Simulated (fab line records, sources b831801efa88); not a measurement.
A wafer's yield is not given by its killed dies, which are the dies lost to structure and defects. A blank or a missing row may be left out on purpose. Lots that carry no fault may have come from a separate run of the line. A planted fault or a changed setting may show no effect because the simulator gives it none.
A sampling plan put to the test | flow sky130 | one fab line, 11 faults that these records tell of, each judged on the records of the lots that it struck
Plan = the line's own looks (route steps where a gauge or an inspection reads the wafer without altering it). A look can be judged if struck wafers have a number there and the file gives its usual mean and standard deviation on fault-free wafers. Caught: the struck wafers' mean, at a look after the fault's first step, is 4 or more of those standard deviations (sigma) away from the usual mean. On the tool: the identical test, applied to the tool's own readings at the steps of the fault. Caught also covers a different recipe on the struck wafers, or a record left blank for those wafers only.

## THE FAULTS, as the simulator had put them in
1. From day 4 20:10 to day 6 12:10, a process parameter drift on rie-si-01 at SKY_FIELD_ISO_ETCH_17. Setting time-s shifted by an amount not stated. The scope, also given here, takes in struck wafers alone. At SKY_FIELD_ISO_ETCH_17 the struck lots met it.
2. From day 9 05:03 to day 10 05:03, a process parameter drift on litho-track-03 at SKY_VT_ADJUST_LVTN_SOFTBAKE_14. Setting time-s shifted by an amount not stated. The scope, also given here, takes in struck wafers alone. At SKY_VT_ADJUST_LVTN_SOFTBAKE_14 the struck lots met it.
3. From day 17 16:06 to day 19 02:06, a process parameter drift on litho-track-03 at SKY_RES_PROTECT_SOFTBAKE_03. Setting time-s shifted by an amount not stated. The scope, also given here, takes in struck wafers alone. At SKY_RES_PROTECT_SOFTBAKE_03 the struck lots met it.
4. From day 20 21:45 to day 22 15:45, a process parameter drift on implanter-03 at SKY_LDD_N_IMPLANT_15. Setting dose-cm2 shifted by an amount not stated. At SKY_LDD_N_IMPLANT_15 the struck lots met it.
5. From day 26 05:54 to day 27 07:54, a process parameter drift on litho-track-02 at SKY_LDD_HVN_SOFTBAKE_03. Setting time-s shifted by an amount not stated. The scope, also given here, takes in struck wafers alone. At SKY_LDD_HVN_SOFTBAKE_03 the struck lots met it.
6. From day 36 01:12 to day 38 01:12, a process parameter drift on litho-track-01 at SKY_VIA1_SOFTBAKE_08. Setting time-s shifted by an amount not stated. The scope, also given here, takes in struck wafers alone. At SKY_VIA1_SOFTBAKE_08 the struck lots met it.
7. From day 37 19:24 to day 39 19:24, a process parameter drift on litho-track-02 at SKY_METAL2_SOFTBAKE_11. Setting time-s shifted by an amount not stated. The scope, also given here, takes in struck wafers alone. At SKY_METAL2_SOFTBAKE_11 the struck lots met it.
8. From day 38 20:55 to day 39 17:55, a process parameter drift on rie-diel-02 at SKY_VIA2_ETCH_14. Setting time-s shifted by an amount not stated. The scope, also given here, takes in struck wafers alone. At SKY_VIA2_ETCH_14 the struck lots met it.
9. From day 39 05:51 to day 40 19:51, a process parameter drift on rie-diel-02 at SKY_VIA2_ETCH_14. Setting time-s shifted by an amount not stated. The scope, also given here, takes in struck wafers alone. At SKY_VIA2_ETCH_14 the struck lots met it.
10. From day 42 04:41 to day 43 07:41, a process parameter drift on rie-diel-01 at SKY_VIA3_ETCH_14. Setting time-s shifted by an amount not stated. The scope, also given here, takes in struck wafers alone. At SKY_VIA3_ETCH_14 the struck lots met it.
11. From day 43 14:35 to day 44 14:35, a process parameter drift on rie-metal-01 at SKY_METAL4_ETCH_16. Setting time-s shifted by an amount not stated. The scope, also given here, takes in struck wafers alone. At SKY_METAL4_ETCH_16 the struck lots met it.

## WHAT THE PLAN SAW
fault | on the tool itself                | first look that catches it                      | reading, sigma | median hours from its first step to that look | hours from the fault's start to the first struck lot there | judged looks passed uncaught
1     | run-length-s -20 sigma            | none of the 2 looks that can be judged after it | -              | -                                             | -                                                          | 2
2     | run-length-s +32 sigma            | no look after it can be judged                  | -              | -                                             | -                                                          | 0
3     | heater-power-total-W +83 sigma    | not the one look that can be judged after it    | -              | -                                             | -                                                          | 1
4     | dose-ions-cm2 -99 or beyond sigma | no look after it can be judged                  | -              | -                                             | -                                                          | 0
5     | heater-power-total-W +35 sigma    | no look after it can be judged                  | -              | -                                             | -                                                          | 0
6     | run-length-s -51 sigma            | no look after it can be judged                  | -              | -                                             | -                                                          | 0
7     | run-length-s +50 sigma            | no look after it can be judged                  | -              | -                                             | -                                                          | 0
8     | oes-product-au +14 sigma          | no look after it can be judged                  | -              | -                                             | -                                                          | 0
9     | oes-product-au +25 sigma          | no look after it can be judged                  | -              | -                                             | -                                                          | 0
10    | oes-product-au +22 sigma          | no look after it can be judged                  | -              | -                                             | -                                                          | 0
11    | oes-product-au +46 sigma          | no look after it can be judged                  | -              | -                                             | -                                                          | 0
A dash: the fault isn't caught, or these records don't give the number.

Caught at a look: 0 of 11. Caught on the tool: 11 of 11. By one or the other: 11 of 11.
Faults 1, 2, 3, 4, 5, 6, 7, 8, 9, 10, 11 were caught on the tool alone.
